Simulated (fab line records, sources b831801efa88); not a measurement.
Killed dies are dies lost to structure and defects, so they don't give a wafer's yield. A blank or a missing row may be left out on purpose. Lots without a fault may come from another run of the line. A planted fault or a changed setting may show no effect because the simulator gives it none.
Which tool did it? | flow gf180mcu | 14 lots, 42 wafers sampled, at 4 steps of a route of 602

WHAT THE GAUGES READ, wafer by wafer
The record holds no reading of a measuring or inspecting step that can be judged against a usual standard deviation.

WHICH TOOL RAN EACH LOT (tool, then ch and the chambers of the sampled wafers, then the start)
lot  | GF_V2_CVD_02                    | GF_M3_EXPOSE_11                   | GF_MIM_SPUTTER_00            | GF_MIM_SPUTTER_02
L244 | pecvd-01 ch 1,2, day 19 22:44   | krf_scanner-02 ch 0, day 21 13:48 | pvd_sputter-01, day 25 03:19 | pvd_sputter-01, day 25 03:27
L245 | pecvd-02 ch 0,2, day 20 08:37   | krf_scanner-02 ch 0, day 21 23:22 | pvd_sputter-02, day 25 09:18 | pvd_sputter-02, day 25 09:26
L246 | pecvd-04 ch 0,1,2, day 20 12:20 | krf_scanner-01 ch 0, day 22 03:44 | pvd_sputter-03, day 25 13:58 | pvd_sputter-03, day 25 14:05
L247 | pecvd-04 ch 0,1, day 21 02:55   | krf_scanner-01 ch 0, day 22 16:16 | pvd_sputter-02, day 26 04:42 | pvd_sputter-02, day 26 04:50
L249 | pecvd-02 ch 0,2, day 21 20:34   | krf_scanner-02 ch 0, day 23 09:45 | pvd_sputter-03, day 26 22:57 | pvd_sputter-03, day 26 23:05
L250 | pecvd-04 ch 0,2, day 22 06:53   | krf_scanner-01 ch 0, day 23 19:47 | pvd_sputter-01, day 27 04:26 | pvd_sputter-01, day 27 04:34
L252 | pecvd-02 ch 0,1, day 23 03:55   | krf_scanner-02 ch 0, day 24 15:47 | pvd_sputter-01, day 27 23:29 | pvd_sputter-01, day 27 23:37
L256 | pecvd-01 ch 0,1, day 25 00:17   | krf_scanner-02, day 26 08:45      | -                            | -
L258 | pecvd-01 ch 0,2, day 25 04:56   | krf_scanner-01, day 26 14:39      | -                            | -
L257 | pecvd-02 ch 1,2, day 25 05:31   | krf_scanner-01 ch 0, day 26 15:08 | pvd_sputter-01, day 29 19:28 | pvd_sputter-01, day 29 19:36
L262 | pecvd-01 ch 1,2, day 26 06:13   | krf_scanner-02 ch 0, day 27 16:02 | pvd_sputter-01, day 30 17:14 | pvd_sputter-01, day 30 17:22
L264 | pecvd-01 ch 0,1,2, day 26 23:25 | krf_scanner-02 ch 0, day 28 06:29 | pvd_sputter-02, day 31 08:50 | pvd_sputter-02, day 31 08:58
L265 | pecvd-04 ch 0,1, day 27 05:44   | krf_scanner-02 ch 0, day 28 15:00 | pvd_sputter-01, day 31 13:32 | pvd_sputter-01, day 31 13:40
L266 | pecvd-04 ch 0,1,2, day 27 10:49 | krf_scanner-01 ch 0, day 28 19:04 | pvd_sputter-02, day 31 15:35 | pvd_sputter-02, day 31 15:43
- GF_V2_CVD_02: deposits SiO2 from TEOS, target thk 850 nm, time 94.851 s.
- GF_M3_EXPOSE_11: exposes mask Metal3, target cd 280 nm.
- GF_MIM_SPUTTER_00: material Ti, target thk 37.5 nm, time 150 s.
- GF_MIM_SPUTTER_02: material AlCu, target thk 450 nm, time 23.9 s.

WHAT THE TOOLS THEMSELVES READ (means of the sampled wafers that have a number; where no wafer has one, the mark that the record gives instead)
GF_V2_CVD_02.
lot  | tool     | heater_power_w (W)
L244 | pecvd-01 | 609
L245 | pecvd-02 | 561
L246 | pecvd-04 | 622
L247 | pecvd-04 | 655
L249 | pecvd-02 | 543
L250 | pecvd-04 | 636
L252 | pecvd-02 | 532
L256 | pecvd-01 | 667
L258 | pecvd-01 | 741
L257 | pecvd-02 | 590
L262 | pecvd-01 | 622
L264 | pecvd-01 | 650
L265 | pecvd-04 | 704
L266 | pecvd-04 | 594

GF_M3_EXPOSE_11.
lot  | tool           | exposure_dose_mJ_cm2 | focus_offset_nm (nm)
L244 | krf_scanner-02 | 27.970               | 0.2
L245 | krf_scanner-02 | 27.994               | -0.0
L246 | krf_scanner-01 | 27.983               | -0.1
L247 | krf_scanner-01 | 28.031               | -0.5
L249 | krf_scanner-02 | 28.006               | 0.6
L250 | krf_scanner-01 | 27.985               | -0.6
L252 | krf_scanner-02 | 27.990               | 0.2
L256 | krf_scanner-02 | -                    | -
L258 | krf_scanner-01 | -                    | -
L257 | krf_scanner-01 | 27.948               | 0.2
L262 | krf_scanner-02 | 27.985               | 0.1
L264 | krf_scanner-02 | 27.987               | -0.9
L265 | krf_scanner-02 | 28.003               | -0.2
L266 | krf_scanner-01 | 27.991               | -0.6

GF_MIM_SPUTTER_00.
lot  | tool           | throttle_valve_pct (%)
L244 | pvd_sputter-01 | 29.1
L245 | pvd_sputter-02 | 30.2
L246 | pvd_sputter-03 | 29.9
L247 | pvd_sputter-02 | 30.0
L249 | pvd_sputter-03 | 31.3
L250 | pvd_sputter-01 | 29.8
L252 | pvd_sputter-01 | 29.4
L257 | pvd_sputter-01 | 29.0
L262 | pvd_sputter-01 | 28.7
L264 | pvd_sputter-02 | 30.7
L265 | pvd_sputter-01 | 28.3
L266 | pvd_sputter-02 | 29.8

GF_MIM_SPUTTER_02.
lot  | tool           | throttle_valve_pct (%)
L244 | pvd_sputter-01 | 28.9
L245 | pvd_sputter-02 | 30.3
L246 | pvd_sputter-03 | 30.2
L247 | pvd_sputter-02 | 30.1
L249 | pvd_sputter-03 | 31.4
L250 | pvd_sputter-01 | 29.7
L252 | pvd_sputter-01 | 29.6
L257 | pvd_sputter-01 | 29.0
L262 | pvd_sputter-01 | 28.8
L264 | pvd_sputter-02 | 30.9
L265 | pvd_sputter-01 | 28.2
L266 | pvd_sputter-02 | 29.9

THE ANSWER, worked out from the rows above alone
Rule: what is usual is taken from the lots themselves. Put in order of their means at a reading, lots are off if they are a third of the lots or fewer, leave a main group of 4 or more, and stand apart from it by a gap of 3 or more times the standard deviation of the main group's means; of several such gaps the widest counts. A main group whose means are all the same, to the digits that the tables above print for the reading, isn't used. A lot without any number at a reading at which 4 lots or more have one is off too. The other lots that the step has rows for count as sound. The gauges are gone through in route order, then the tools' own readings, and for those a lot's mean is taken as printed above. The first step at which some lot is off is used, and at that step the reading that is off furthest; a lot without a number counts as furthest.
Off: L256, L258, at GF_M3_EXPOSE_11 (exposure_dose_mJ_cm2). Without a number there: L256, L258. The main group: mean 27.989, standard deviation 0.019.
A tool fits if, at that step or a process step before it, it ran every lot that is off, and no sound lot after the first of them. None of those tried fits.

WHAT THE SIMULATOR HAD PUT IN
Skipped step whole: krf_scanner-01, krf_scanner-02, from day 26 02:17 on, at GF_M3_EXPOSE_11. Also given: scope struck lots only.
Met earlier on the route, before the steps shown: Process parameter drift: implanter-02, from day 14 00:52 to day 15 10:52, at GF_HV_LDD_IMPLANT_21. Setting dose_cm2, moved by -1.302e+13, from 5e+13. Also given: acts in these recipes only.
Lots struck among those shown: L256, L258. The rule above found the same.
